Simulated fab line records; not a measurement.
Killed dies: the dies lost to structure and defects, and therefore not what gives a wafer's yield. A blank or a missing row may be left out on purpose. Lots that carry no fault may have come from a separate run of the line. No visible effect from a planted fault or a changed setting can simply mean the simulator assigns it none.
Which tool did it? | flow sky130 | 42 wafers from 14 lots sampled at 2 of the route's 708 steps

## WHAT THE GAUGES SHOWED, per wafer
Not one reading of a measure or inspect step in the record can be checked against a usual standard deviation.

## WHAT TOOL EACH LOT RAN ON (gives the tool, then ch and the chambers of the sampled wafers, and finally the start)
lot  | SKY_VT_ADJUST_LVTN_IMPLANT_08   | SKY_PAD_OPEN_PROBE_99
L180 | implanter-04 ch 0, day 6 18:55  | -
L181 | implanter-02 ch 0, day 7 01:47  | -
L183 | implanter-03 ch 0, day 7 23:53  | -
L185 | implanter-02 ch 0, day 8 08:31  | -
L184 | implanter-04 ch 0, day 8 10:52  | -
L186 | implanter-02 ch 0, day 8 13:49  | -
L188 | implanter-02 ch 0, day 9 04:46  | -
L189 | implanter-02 ch 0, day 9 12:09  | prober-02, day 48 09:42
L190 | implanter-04 ch 0, day 9 18:30  | prober-01, day 48 10:26
L191 | implanter-02 ch 0, day 9 22:02  | prober-02, day 48 11:26
L194 | implanter-03 ch 0, day 10 13:31 | prober-01, day 49 03:34
L199 | implanter-03 ch 0, day 12 03:22 | -
L201 | implanter-04 ch 0, day 12 10:35 | prober-02, day 50 13:56
L203 | implanter-03 ch 0, day 13 04:10 | prober-02, day 50 19:32
- SKY_VT_ADJUST_LVTN_IMPLANT_08
- SKY_PAD_OPEN_PROBE_99

## AS READ BY THE TOOLS THEMSELVES (means over the sampled wafers that have a number; for cases with no such wafer, the mark the record gives instead)
SKY_VT_ADJUST_LVTN_IMPLANT_08. Usual: beam_energy_keV 29.999, standard deviation 0.01; beam_on_s 10.01 s, standard deviation 0.17.
lot  | tool         | beam_energy_keV | beam_on_s (s) | flag
L180 | implanter-04 | 29.999          | 10.01         |
L181 | implanter-02 | 30.013          | 10.08         |
L183 | implanter-03 | 29.984          | 9.90          |
L185 | implanter-02 | 30.009          | 10.01         |
L184 | implanter-04 | 29.997          | 10.13         |
L186 | implanter-02 | 30.012          | 10.00         |
L188 | implanter-02 | 29.998          | 9.91          |
L189 | implanter-02 | 28.752          | 10.05         | OFF
L190 | implanter-04 | 29.991          | 10.04         |
L191 | implanter-02 | 28.751          | 9.82          | OFF
L194 | implanter-03 | 30.008          | 10.05         |
L199 | implanter-03 | 30.005          | 10.00         |
L201 | implanter-04 | 29.994          | 10.00         |
L203 | implanter-03 | 30.008          | 9.84          |

SKY_PAD_OPEN_PROBE_99. Usual: killed_at_M0_to_M3 43, standard deviation 7.2; killed_at_M4_up 3.3, standard deviation 2; killed_at_contacts 25, standard deviation 5.8; killed_at_front_end 15, standard deviation 4.5; killed_at_other 0.3, standard deviation 0.62; killed_dies 86, standard deviation 9.4; killed_on_rim 17, standard deviation 3.7; killed_open 47, standard deviation 7.1; killed_short 39, standard deviation 6.
lot  | tool      | killed_at_M0_to_M3 | killed_at_M4_up | killed_at_contacts | killed_at_front_end | killed_at_other | killed_dies | killed_on_rim | killed_open | killed_short | flag
L189 | prober-02 | 46                 | 2.0             | 30                 | 11                  | 0.0             | 89          | 14            | 51          | 38           |
L190 | prober-01 | 46                 | 4.0             | 28                 | 13                  | 0.0             | 91          | 21            | 52          | 39           |
L191 | prober-02 | 43                 | 3.7             | 27                 | 13                  | 0.0             | 86          | 14            | 49          | 37           |
L194 | prober-01 | 44                 | 5.0             | 26                 | 11                  | 0.0             | 86          | 19            | 46          | 40           |
L201 | prober-02 | 48                 | 2.0             | 33                 | 14                  | 0.3             | 98          | 15            | 56          | 42           |
L203 | prober-02 | 44                 | 3.3             | 28                 | 15                  | 0.7             | 92          | 19            | 56          | 36           |

## THE ANSWER, worked out from the rows above alone
Rule: take the mean of a lot's wafers that have a number; if it is more than 3 standard deviations from the usual mean, the lot is off. A lot without any number at a reading at which 4 lots or more have one is off too. Where the step has rows for the other lots, those lots are counted as sound. After the gauges, taken in route order, come the tools' own readings; for these a lot's mean is taken, as printed above. At the first step where some lot is off, the reading lying furthest off is the one used; lots without a number count as furthest.
Off at SKY_VT_ADJUST_LVTN_IMPLANT_08 (beam_energy_keV): L189, L191.
A tool fits if, at that step or a process step before it, it ran every lot that is off, and no sound lot after the first of them. One candidate fits, namely implanter-02 at SKY_VT_ADJUST_LVTN_IMPLANT_08. A fault onset in the window from L188 (day 9 04:46, its last sound lot) to L189 (day 9 12:09, its first lot off) fits.
On the lots that are off, the tool's own readings at SKY_VT_ADJUST_LVTN_IMPLANT_08 differ by more than 5 times the standard deviation of the sound lots' means, which bears it out; beam_energy_keV reads 28.752 there versus 30.002 on the sound lots.

## WHAT THE SIMULATOR HAD INSERTED
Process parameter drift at SKY_VT_ADJUST_LVTN_IMPLANT_08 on implanter-02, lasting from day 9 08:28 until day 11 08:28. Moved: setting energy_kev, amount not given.
Shown lots that were struck: L189, L191. Same finding as the rule above.
